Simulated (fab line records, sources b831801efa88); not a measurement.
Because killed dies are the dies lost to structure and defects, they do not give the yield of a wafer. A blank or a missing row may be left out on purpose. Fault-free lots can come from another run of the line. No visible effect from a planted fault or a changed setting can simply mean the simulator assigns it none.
One fault seen from 2 desks / flow sky130 / only its own numbers are on each desk; what lay behind them is given at the end

## AT THE METROLOGY DESK
What the gauges read for every lot (on any tool): the sampled wafers with a number, averaged. A lot is out of limits, marked OUT, if its mean lies more than 4 standard deviations from the usual mean; the brackets give that distance.
Columns: A = cd_nm at SKY_LI_CONTACT_CD_MEAS_12, usual 170.3 nm; B = LI_CONTACT_OVL at SKY_LI_CONTACT_OVL_MEAS_13, usual 1 nm
lot=L496; first seen here=day 29 16:26; A=170.2; B=2
lot=L506; first seen here=day 32 16:23; A=168.8; B=2
lot=L507; first seen here=day 33 01:05; A=168.9; B=-3
lot=L513; first seen here=day 34 18:56; A=168.2; B=1
lot=L515; first seen here=day 35 12:25; A=171.8; B=2
Finding of this desk: none of the 5 lots has anything out of limits.

## FOR THE TOOL OWNER'S DESK: pvd_sputter-03
At SKY_LI_CONTACT_SPUTTER_20 (material TiN, target thk 20 nm, time 80 s) the tool's own readings: per lot run on this tool, the mean of the sampled wafers that have a number. A lot is out of limits, marked OUT, if its mean lies more than 4 standard deviations from the usual mean; the brackets give that distance.
Columns: A = throttle_valve_pct at SKY_LI_CONTACT_SPUTTER_20, usual 30.3 %
lot=L496; first seen here=day 29 17:05; A=30.7
lot=L507; first seen here=day 33 01:44; A=30.9
Finding of this desk: none of the 2 lots has anything out of limits.

## TAKEN TOGETHER
The metrology desk saw nothing out of limits.
The desk of the tool owner found nothing out of limits.

## WHAT HAD BEEN PUT IN BY THE SIMULATOR
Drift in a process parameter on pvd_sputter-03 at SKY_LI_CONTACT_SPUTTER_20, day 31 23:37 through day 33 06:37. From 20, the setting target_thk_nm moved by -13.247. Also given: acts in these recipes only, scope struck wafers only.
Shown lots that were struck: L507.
